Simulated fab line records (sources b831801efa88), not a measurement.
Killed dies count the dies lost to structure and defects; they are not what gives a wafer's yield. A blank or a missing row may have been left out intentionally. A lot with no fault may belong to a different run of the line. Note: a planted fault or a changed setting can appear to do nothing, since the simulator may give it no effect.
Which tool did it?    flow sky130    Sampling: 10 lots, 30 wafers, 3 of 708 route steps

== WHAT EACH GAUGE READ, for each wafer ==
SKY_PASSIVATION_THK_MEAS_03.
lot   measured      on            PASSIVATION_CVD_02_THK (nm)
L726  day 45 05:34  filmMetro-02  529 535 546
L731  day 46 18:07  filmMetro-03  539 530 542
L733  day 47 09:38  filmMetro-02  541 531 547
L734  day 47 10:13  filmMetro-02  528 522 541
L735  day 47 13:49  filmMetro-04  540 544 536
L737  day 48 00:49  filmMetro-04  542 542 546
L738  day 48 09:43  filmMetro-03  537 554 549
L742  day 48 19:06  filmMetro-03  538 553 551
L746  day 49 13:22  filmMetro-04  428 437 444 428 437 443
L748  day 50 06:54  filmMetro-02  431 439 435 431 439 435

== EACH LOT AND THE TOOL THAT RAN IT (in order: tool; ch and the chambers of the sampled wafers; start) ==
lot   SKY_METAL5_SPUTTER_01        SKY_PASSIVATION_CVD_02
L726  pvdSputter-02, day 44 05:39  pecvd-01 ch 0,2, day 45 05:20
L731  pvdSputter-02, day 45 18:56  pecvd-01 ch 0,1, day 46 17:53
L733  pvdSputter-03, day 46 11:23  pecvd-04 ch 1,2, day 47 09:24
L734  pvdSputter-02, day 46 11:37  pecvd-01 ch 0,1, day 47 10:00
L735  pvdSputter-02, day 46 15:54  pecvd-04 ch 1,2, day 47 13:35
L737  pvdSputter-03, day 47 03:28  pecvd-04 ch 0,1,2, day 48 00:40
L738  pvdSputter-01, day 47 11:57  pecvd-04 ch 0,2, day 48 09:29
L742  pvdSputter-01, day 47 21:55  pecvd-03 ch 0,1,2, day 48 18:52
L746  pvdSputter-02, day 48 17:08  pecvd-04 ch 0,1,2, day 49 13:07
L748  pvdSputter-03, day 49 11:43  pecvd-04 ch 0,1,2, day 50 06:45
- SKY_METAL5_SPUTTER_01: material TiN, target thk 20 nm, time 16.7 s.
- SKY_PASSIVATION_CVD_02: deposits Si3N4, target thk 540 nm.

== THE ANSWER, worked out from the rows above alone ==
Rule: usual is defined by the lots themselves. The widest of any qualifying gaps counts: lots, ordered by their means at a reading, are off when they make up no more than a third of the lots, leave a main group of 4 or more, and stand apart from it by 3 or more times the standard deviation of that group's means. If all means in a main group match to the digits the tables above print for the reading, that group is not used. A lot without any number at a reading at which 4 lots or more have one is off too. Where the step has rows for the other lots, those lots are counted as sound.
Off: L746, L748, at SKY_PASSIVATION_THK_MEAS_03 (PASSIVATION_CVD_02_THK). For the main group the mean is 540 nm and the standard deviation 5.3.
If a tool, at a process step before that reading, ran all the lots that are off and no sound lot after the first of them, it fits. Those tools and the gauges at SKY_PASSIVATION_THK_MEAS_03 are tried in the same way. One fits: SKY_PASSIVATION_CVD_02 on pecvd-04. Its last sound lot is L738 (day 48 09:29), its first lot that is off L746 (day 49 13:07): a fault that began between those two fits.

== WHAT THE SIMULATOR HAD INSERTED ==
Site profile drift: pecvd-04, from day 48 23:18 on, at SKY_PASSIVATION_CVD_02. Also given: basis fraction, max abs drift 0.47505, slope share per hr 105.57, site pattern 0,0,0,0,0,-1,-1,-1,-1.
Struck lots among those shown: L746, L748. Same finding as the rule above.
